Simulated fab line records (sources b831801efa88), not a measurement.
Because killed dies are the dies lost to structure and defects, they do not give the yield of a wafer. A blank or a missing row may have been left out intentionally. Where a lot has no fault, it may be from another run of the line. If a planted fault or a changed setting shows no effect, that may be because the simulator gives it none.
What tool caused it? || flow gf180mcu || 18 wafers from 6 lots sampled at 3 of the route's 602 steps

WHAT EACH GAUGE READ, for each wafer
GF_VT_IMPLANT_RS_MEAS_48: measurement is done with a four-point probe.
{"lot": "L760", "measured": "day 7 20:29", "on": "film metro-01", "LVPWELL_RS (ohm/sq)": "1197 1197 1202"}
{"lot": "L763", "measured": "day 8 14:58", "on": "film metro-02", "LVPWELL_RS (ohm/sq)": "1195 1193 1198"}
{"lot": "L767", "measured": "day 9 16:47", "on": "film metro-04", "LVPWELL_RS (ohm/sq)": "1195 1198 1197"}
{"lot": "L770", "measured": "day 10 14:56", "on": "film metro-04", "LVPWELL_RS (ohm/sq)": "1200 1199 1196"}
{"lot": "L776", "measured": "day 12 05:41", "on": "film metro-01", "LVPWELL_RS (ohm/sq)": "1356 1358 1359"}
{"lot": "L782", "measured": "day 14 00:19", "on": "film metro-04", "LVPWELL_RS (ohm/sq)": "1196 1198 1198"}

EACH LOT AND THE TOOL THAT RAN IT (in order: tool; ch and the chambers of the sampled wafers; start)
{"lot": "L760", "GF_NWELL_STRIP_10": "plasma asher-01 ch 0,1, day 3 14:13", "GF_LVPWELL_IMPLANT_08": "implanter-04 ch 0, day 4 03:18"}
{"lot": "L763", "GF_NWELL_STRIP_10": "plasma asher-04 ch 0,1, day 4 05:01", "GF_LVPWELL_IMPLANT_08": "implanter-02 ch 0, day 4 18:32"}
{"lot": "L767", "GF_NWELL_STRIP_10": "plasma asher-04 ch 0,1, day 5 02:22", "GF_LVPWELL_IMPLANT_08": "implanter-04 ch 0, day 5 16:29"}
{"lot": "L770", "GF_NWELL_STRIP_10": "plasma asher-01 ch 0,1, day 5 18:42", "GF_LVPWELL_IMPLANT_08": "implanter-03 ch 0, day 6 09:59"}
{"lot": "L776", "GF_NWELL_STRIP_10": "plasma asher-04 ch 1, day 7 04:46", "GF_LVPWELL_IMPLANT_08": "implanter-04 ch 0, day 7 20:16"}
{"lot": "L782", "GF_NWELL_STRIP_10": "plasma asher-01 ch 0,1, day 8 15:22", "GF_LVPWELL_IMPLANT_08": "implanter-03 ch 0, day 9 07:14"}
- GF_NWELL_STRIP_10: strips in O2/N2.
- GF_LVPWELL_IMPLANT_08

THE ANSWER, worked out from the rows above alone
Rule: what is usual is taken from the lots themselves. Put in order of their means at a reading, lots are off if they are a third of the lots or fewer, leave a main group of 4 or more, and stand apart from it by a gap of 3 or more times the standard deviation of the main group's means; of several such gaps the widest counts. If all means in a main group match to the digits the tables above print for the reading, that group is not used. Also off: a lot with no number at a reading for which 4 or more lots have one. All remaining lots with rows at the step are treated as sound.
Off: at GF_VT_IMPLANT_RS_MEAS_48 (LVPWELL_RS), L776. Main group: mean 1197 ohm/sq, sd 1.2.
A tool fits if, at a process step before that reading, it ran every lot that is off, and no sound lot after the first of them. Those tools and the gauges at GF_VT_IMPLANT_RS_MEAS_48 are tried in the same way. Can't be told from this: 3 tools fit, plasma asher-04 at GF_NWELL_STRIP_10, implanter-04 at GF_LVPWELL_IMPLANT_08, film metro-01 at GF_VT_IMPLANT_RS_MEAS_48.

WHAT THE SIMULATOR HAD INSERTED
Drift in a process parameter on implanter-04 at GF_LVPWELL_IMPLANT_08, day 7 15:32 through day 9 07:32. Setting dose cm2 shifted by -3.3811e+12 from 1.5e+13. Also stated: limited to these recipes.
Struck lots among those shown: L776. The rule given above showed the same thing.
